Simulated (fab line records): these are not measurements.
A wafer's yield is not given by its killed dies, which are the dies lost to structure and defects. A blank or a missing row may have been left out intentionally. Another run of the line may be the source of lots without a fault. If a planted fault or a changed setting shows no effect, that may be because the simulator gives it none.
Which tool is to blame? | flow gf180mcu | Sampling: 7 lots, 21 wafers, 2 of 602 route steps

== WHAT EACH GAUGE READ, for each wafer ==
GF_POLY_GATE_CD_MEAS_10: the cd target is 280 nm.
lot  | measured     | on        | cd_nm (nm)
L257 | day 9 19:39  | cd_sem-02 | 281.5 281.4 281.0
L261 | day 11 07:52 | cd_sem-02 | 279.1 279.2 280.1
L264 | day 11 21:56 | cd_sem-01 | 280.2 280.2 280.1
L266 | day 12 15:37 | cd_sem-02 | 280.3 280.7 280.3
L271 | day 14 06:28 | cd_sem-02 | 280.1 278.6 278.3
L272 | day 14 16:25 | cd_sem-02 | 260.7 268.8 268.1
L277 | day 15 18:25 | cd_sem-01 | 282.3 280.3 280.7

== TOOL THAT RAN EACH LOT (tool first, then ch and the chambers of the sampled wafers, then the start) ==
lot  | GF_POLY_GATE_EXPOSE_07
L257 | krf_scanner-02 ch 0, day 9 11:13
L261 | krf_scanner-02 ch 0, day 10 22:22
L264 | krf_scanner-02 ch 0, day 11 12:23
L266 | krf_scanner-01 ch 0, day 12 06:40
L271 | krf_scanner-02 ch 0, day 13 19:56
L272 | krf_scanner-01 ch 0, day 14 06:08
L277 | krf_scanner-02 ch 0, day 15 07:38
- GF_POLY_GATE_EXPOSE_07: exposes mask Poly2, target cd 280 nm.

== THE ANSWER, worked out from the rows above alone ==
Rule: what is usual is taken from the lots themselves. The widest of any qualifying gaps counts: lots, ordered by their means at a reading, are off when they make up no more than a third of the lots, leave a main group of 4 or more, and stand apart from it by 3 or more times the standard deviation of that group's means. The tables above print the reading to a certain number of digits; a main group whose means all agree to those digits is not used. A lot without any number at a reading at which 4 lots or more have one is off too. The other lots that the step has rows for count as sound.
Off, at GF_POLY_GATE_CD_MEAS_10 on cd_nm: L272. Mean 280.2 nm and standard deviation 0.82 in the main group.
A tool fits if, at a process step before that reading, it ran every lot that is off, and no sound lot after the first of them. The gauges at GF_POLY_GATE_CD_MEAS_10 are tried like those tools. Can't be told from this: 2 tools fit, krf_scanner-01 at GF_POLY_GATE_EXPOSE_07, cd_sem-02 at GF_POLY_GATE_CD_MEAS_10.

== WHAT THE SIMULATOR HAD INSERTED ==
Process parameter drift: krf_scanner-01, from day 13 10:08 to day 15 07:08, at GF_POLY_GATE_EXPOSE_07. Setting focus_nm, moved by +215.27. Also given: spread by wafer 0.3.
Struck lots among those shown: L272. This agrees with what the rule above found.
